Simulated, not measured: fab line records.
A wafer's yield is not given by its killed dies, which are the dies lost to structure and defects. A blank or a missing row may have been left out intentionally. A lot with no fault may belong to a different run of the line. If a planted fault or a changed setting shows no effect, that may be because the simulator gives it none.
Which tool was responsible?	flow sky130	13 lots with 39 wafers sampled at 2 steps, on a route of 708 steps

## WHAT THE GAUGES READ, wafer by wafer
SKY_POLY_GATE_THK_MEAS_01.
lot	measured	on	POLY_GATE_CVD_00_THK (nm)
L306	day 14 08:08	filmMetro-03	179.9 178.4 179.3
L307	day 14 11:41	filmMetro-01	180.4 179.4 180.3
L308	day 14 21:01	filmMetro-03	178.9 178.3 178.4
L310	day 15 11:33	filmMetro-01	182.0 182.5 181.6
L311	day 15 21:00	filmMetro-01	181.1 180.2 180.6
L312	day 16 14:23	filmMetro-04	179.5 178.6 177.7
L313	day 16 19:20	filmMetro-01	180.4 181.1 179.6
L320	day 19 15:34	filmMetro-04	178.0 178.9 178.8
L321	day 19 23:05	filmMetro-04	180.1 180.0 181.4
L322	day 20 09:21	filmMetro-01	182.9 182.8 184.3
L323	day 20 12:07	filmMetro-03	179.2 178.8 179.2
L327	day 21 19:14	filmMetro-03	179.8 180.3 178.5
L328	day 21 22:55	filmMetro-03	181.1 181.5 182.2

SKY_POLY_GATE_OVL_MEAS_14.
lot	measured	on	POLY_GATE_OVL (nm)
L306	day 16 17:22	overlay-01	1 4 9
L307	day 16 21:53	overlay-02	-4 -7 -5
L308	day 17 07:13	overlay-02	-2 5 0
L310	day 17 21:21	overlay-01	-3 -2 -4
L311	day 18 09:40	overlay-01	0 7 5
L312	day 19 03:51	overlay-02	-2 1 4
L313	day 19 07:55	overlay-02	0 -3 -7
L320	day 22 06:31	overlay-01	1 3 6
L321	day 22 13:38	overlay-02	-4 4 -4
L322	day 23 00:33	overlay-02	3 3 -6
L323	day 23 02:34	overlay-01	0 1 7
L327	day 24 09:20	overlay-01	1 -3 3
L328	day 24 12:19	overlay-01	-3 -3 5

## WHAT TOOL EACH LOT RAN ON (gives the tool, then ch and the chambers of the sampled wafers, and finally the start)
The record shows no process step preceding these readings.

## AS READ BY THE TOOLS THEMSELVES (means over the sampled wafers that have a number; for cases with no such wafer, the mark the record gives instead)
The record holds no such reading with a usual standard deviation.

## THE ANSWER, worked out from the rows above alone
Rule: what is usual is taken from the lots themselves. The widest of any qualifying gaps counts: lots, ordered by their means at a reading, are off when they make up no more than a third of the lots, leave a main group of 4 or more, and stand apart from it by 3 or more times the standard deviation of that group's means. The tables above print the reading to a certain number of digits; a main group whose means all agree to those digits is not used. Also off: a lot with no number at a reading for which 4 or more lots have one. Any other lot the step has rows for is counted as sound. First the gauges in route order, then the tools' own readings, where a lot's mean is used as printed above. At the first step where some lot is off, the reading lying furthest off is the one used; lots without a number count as furthest.
Across all readings shown, no lot is off: no conclusion can be drawn from this.

## WHAT THE SIMULATOR HAD INSERTED
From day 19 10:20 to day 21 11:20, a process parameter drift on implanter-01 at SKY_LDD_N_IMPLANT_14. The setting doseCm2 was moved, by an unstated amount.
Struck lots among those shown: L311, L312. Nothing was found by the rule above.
